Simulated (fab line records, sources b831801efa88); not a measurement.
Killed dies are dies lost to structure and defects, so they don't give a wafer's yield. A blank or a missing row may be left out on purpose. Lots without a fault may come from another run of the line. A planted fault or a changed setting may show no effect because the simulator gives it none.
Which tool did it? | flow gf180mcu | 6 lots, 18 wafers sampled, at 2 steps of a route of 602

WHAT THE GAUGES READ, wafer by wafer
GF_MIM_RS_MEAS_10: measures by four-point-probe.
lot  | measured     | on            | MIM_ALCU_RS (ohm/sq)
L859 | day 27 02:01 | film_metro-04 | 0.1603 0.1613 0.1610
L861 | day 27 16:49 | film_metro-01 | 0.1606 0.1620 0.1621
L864 | day 28 11:41 | film_metro-01 | 0.1603 0.1597 0.1610
L868 | day 29 19:46 | film_metro-04 | 0.1594 0.1621 0.1596
L878 | day 32 05:06 | film_metro-01 | 0.1564 0.1619 0.1579
L881 | day 32 23:59 | film_metro-03 | 0.1597 0.1592 0.1596

WHICH TOOL RAN EACH LOT (tool, then ch and the chambers of the sampled wafers, then the start)
lot  | GF_MIM_CVD_05
L859 | pecvd-01 ch 0,2, day 27 01:47
L861 | pecvd-03 ch 0,1,2, day 27 16:38
L864 | pecvd-01 ch 0,1, day 28 11:28
L868 | pecvd-01 ch 1, day 29 19:32
L878 | pecvd-01 ch 1,2, day 32 04:54
L881 | pecvd-01 ch 0,2, day 32 23:44
- GF_MIM_CVD_05: deposits Si3N4, target thk 42 nm, time 29.086 s.

THE ANSWER, worked out from the rows above alone
Rule: what is usual is taken from the lots themselves. Put in order of their means at a reading, lots are off if they are a third of the lots or fewer, leave a main group of 4 or more, and stand apart from it by a gap of 3 or more times the standard deviation of the main group's means; of several such gaps the widest counts. A main group whose means are all the same, to the digits that the tables above print for the reading, isn't used. A lot without any number at a reading at which 4 lots or more have one is off too. The other lots that the step has rows for count as sound.
No lot is off at any reading shown: from this, nothing can be told.

WHAT THE SIMULATOR HAD PUT IN
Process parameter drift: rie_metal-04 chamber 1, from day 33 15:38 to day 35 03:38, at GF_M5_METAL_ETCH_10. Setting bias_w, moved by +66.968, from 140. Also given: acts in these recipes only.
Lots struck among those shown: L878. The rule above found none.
